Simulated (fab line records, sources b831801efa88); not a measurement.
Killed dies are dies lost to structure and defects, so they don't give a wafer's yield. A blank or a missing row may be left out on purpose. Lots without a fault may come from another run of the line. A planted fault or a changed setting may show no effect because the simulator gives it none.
Tool commonality check | flow gf180mcu | 14 lots, 42 wafers sampled

WHY IT WAS OPENED
At GF_POLY_GATE_THK_MEAS_01 the reading POLY_GATE_CVD_00_THK is flagged on 2 of 14 lots. Wafers without a fault read 199.7 nm, standard deviation 1.9.
Rule: a lot is flagged when every wafer of it that has a number lies more than 4 standard deviations from that mean, or none has a number. The other lots count as sound.

lot  | measured     | on            | POLY_GATE_CVD_00_THK (nm), wafer by wafer | flag
L436 | day 8 13:17  | film_metro-02 | 204.2 205.1 204.0                         |
L437 | day 8 19:53  | film_metro-02 | 201.7 202.1 201.9                         |
L438 | day 8 23:46  | film_metro-02 | 201.2 201.4 202.3                         |
L439 | day 9 08:54  | film_metro-04 | 198.6 197.8 198.4                         |
L440 | day 9 14:20  | film_metro-04 | 198.6 197.4 197.1                         |
L441 | day 10 04:59 | film_metro-04 | 201.3 200.3 199.9                         |
L443 | day 10 15:34 | film_metro-04 | 195.9 196.2 195.9                         |
L444 | day 10 19:23 | film_metro-02 | 198.2 199.8 200.0                         |
L445 | day 11 07:35 | film_metro-03 | 201.2 202.7 200.7                         |
L446 | day 11 12:39 | film_metro-02 | 200.4 201.0 201.1                         |
L447 | day 11 21:56 | film_metro-02 | 201.8 201.4 200.1                         |
L448 | day 12 03:33 | film_metro-03 | 218.5 218.9 219.6                         | FLAGGED
L451 | day 12 23:41 | film_metro-02 | 220.1 219.2 221.0                         | FLAGGED
L458 | day 15 00:10 | film_metro-03 | 198.7 196.0 198.0                         |
The numbers of the flagged lots are 219.6 nm on average: +19.9 nm against the usual, or +10 standard deviations.

WHICH TOOL RAN EACH LOT
The record holds 2 process steps before the reading, out of a route of 602 steps. In each cell: the tool, then ch and the chambers that the sampled wafers went through, then the start.
lot  | flag    | GF_VT_IMPLANT_RTA_45             | GF_POLY_GATE_CVD_00
L436 |         | rtp_anneal-02 ch 0, day 7 15:18  | lpcvd-02 ch 1, day 8 11:57
L437 |         | rtp_anneal-02 ch 0, day 7 21:38  | lpcvd-02 ch 0, day 8 18:33
L438 |         | rtp_anneal-02 ch 0, day 8 00:53  | lpcvd-02 ch 0, day 8 22:26
L439 |         | rtp_anneal-02 ch 0, day 8 10:46  | lpcvd-01 ch 1, day 9 07:34
L440 |         | rtp_anneal-02 ch 0, day 8 15:26  | lpcvd-01 ch 0, day 9 13:00
L441 |         | rtp_anneal-02 ch 0, day 9 05:04  | lpcvd-02 ch 1, day 10 03:40
L443 |         | rtp_anneal-01 ch 0, day 9 15:52  | lpcvd-01 ch 0, day 10 14:14
L444 |         | rtp_anneal-02 ch 0, day 9 20:20  | lpcvd-01 ch 1, day 10 18:01
L445 |         | rtp_anneal-01 ch 0, day 10 07:09 | lpcvd-02 ch 1, day 11 06:14
L446 |         | rtp_anneal-01 ch 0, day 10 11:31 | lpcvd-02 ch 1, day 11 11:17
L447 |         | rtp_anneal-02 ch 0, day 10 19:20 | lpcvd-02 ch 0, day 11 20:36
L448 | FLAGGED | rtp_anneal-01 ch 0, day 11 03:46 | lpcvd-02 ch 0, day 12 02:12
L451 | FLAGGED | rtp_anneal-02 ch 0, day 11 20:13 | lpcvd-02 ch 1, day 12 22:21
L458 |         | rtp_anneal-01 ch 0, day 13 21:52 | lpcvd-01 ch 0, day 14 22:50
What these steps do:
- GF_VT_IMPLANT_RTA_45: time 30 s.
- GF_POLY_GATE_CVD_00: deposits poly-Si, target thk 200 nm, time 1200 s.
- GF_POLY_GATE_THK_MEAS_01

FLAGGED OVER TOTAL, TOOL BY TOOL (the gauges that took the reading come last)
step                     | tool          | lots run | flagged | share of the flagged lots | sound lots run after its first flagged lot
GF_VT_IMPLANT_RTA_45     | rtp_anneal-01 | 5        | 1       | some                      | 1 (L458)
GF_VT_IMPLANT_RTA_45     | rtp_anneal-02 | 9        | 1       | some                      | 0
GF_POLY_GATE_CVD_00      | lpcvd-01      | 5        | 0       | none                      | -
GF_POLY_GATE_CVD_00      | lpcvd-02      | 9        | 2       | all                       | 0
GF_POLY_GATE_THK_MEAS_01 | film_metro-02 | 7        | 1       | some                      | 0
GF_POLY_GATE_THK_MEAS_01 | film_metro-03 | 3        | 1       | some                      | 1 (L458)
GF_POLY_GATE_THK_MEAS_01 | film_metro-04 | 4        | 0       | none                      | -

WHAT THE TABLE ALLOWS
1 row of the table ran every flagged lot: lpcvd-02 at GF_POLY_GATE_CVD_00.
- lpcvd-02 at GF_POLY_GATE_CVD_00: 2 of its 9 lots flagged. Its last sound lot is L447 (day 11 20:36), its first flagged lot L448 (day 12 02:12): a fault that began between those two fits. Its own readings lie more than 4 standard deviations out on every wafer of the flagged lots: pressure_mtorr.
One tool is left: lpcvd-02 at GF_POLY_GATE_CVD_00.

WHAT THE SIMULATOR HAD PUT IN
Process parameter drift: lpcvd-02, from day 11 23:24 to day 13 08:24, at GF_POLY_GATE_CVD_00. Setting pressure_mtorr, moved by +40, from 200. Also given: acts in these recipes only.
Lots struck among those shown: L448, L451. The rule above found the same.
